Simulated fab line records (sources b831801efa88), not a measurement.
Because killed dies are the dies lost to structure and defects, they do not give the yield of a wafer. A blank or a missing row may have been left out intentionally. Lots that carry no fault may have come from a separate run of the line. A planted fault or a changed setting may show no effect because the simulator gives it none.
One fault through the eyes of 2 desks | flow gf180mcu | numbers are kept per desk, each desk with only its own; the story behind them comes last

## FROM THE METROLOGY DESK
Means of the sampled wafers that have a number, per lot and without regard to the tool the lot ran on: this is what the gauges read. Any lot whose mean is over 4 standard deviations away from the usual mean is out of limits and marked OUT; that distance is given in the brackets.
Columns: A = VT_IMPLANT_02_OVL at GF_VT_IMPLANT_OVL_MEAS_29, usual -0.5 nm; B = POLY_GATE_CVD_00_THK at GF_POLY_GATE_THK_MEAS_01, usual 200.1 nm; C = POLY_GATE_OXIDATION_THK at GF_POLY_GATE_THK_MEAS_17, usual 4.02 nm
lot  | first seen here | A    | B     | C
L887 | day 6 20:47     | -0.5 | 201.7 | 4.10
L888 | day 7 01:56     | -0.9 | 202.8 | 4.11
L889 | day 7 14:11     | -0.2 | 199.2 | 4.10
L891 | day 8 00:13     | 1.3  | 196.3 | 4.10
L892 | day 8 05:47     | 0.6  | 197.7 | 4.12
L896 | day 9 08:14     | -2.8 | 203.5 | 3.86
L897 | day 9 14:21     | -0.9 | 198.2 | 4.02
L900 | day 10 13:23    | -2.1 | 199.2 | 4.10
L905 | day 11 18:55    | 0.6  | 200.0 | 3.89
L907 | day 12 08:30    | 0.0  | 200.0 | 3.81
L908 | day 12 13:26    | -0.7 | 198.6 | 4.17
L909 | day 12 21:13    | -2.1 | 198.8 | 3.91
L910 | day 13 06:38    | -0.3 | 200.6 | 3.95
Finding of this desk: none of the 13 lots has anything out of limits.

## THE TOOL OWNER'S DESK: litho track-01
The tool's own readings at GF_HV_LDD_COAT_02 (resist thk 1000 nm): means of the sampled wafers that have a number, for each lot that ran on this tool. Any lot whose mean is over 4 standard deviations away from the usual mean is out of limits and marked OUT; that distance is given in the brackets.
Columns: A = spin speed rpm at GF_HV_LDD_COAT_02, usual 2999.6 rpm
lot  | first seen here | A
L891 | day 10 19:44    | 2997.9
L896 | day 12 10:41    | 2998.2
L897 | day 12 19:05    | 2997.8
Finding of this desk: none of the 3 lots has anything out of limits.

## TAKEN TOGETHER
At the metrology desk, nothing out of limits was observed.
The desk of the tool owner found nothing out of limits.

## WHAT THE SIMULATOR HAD INSERTED
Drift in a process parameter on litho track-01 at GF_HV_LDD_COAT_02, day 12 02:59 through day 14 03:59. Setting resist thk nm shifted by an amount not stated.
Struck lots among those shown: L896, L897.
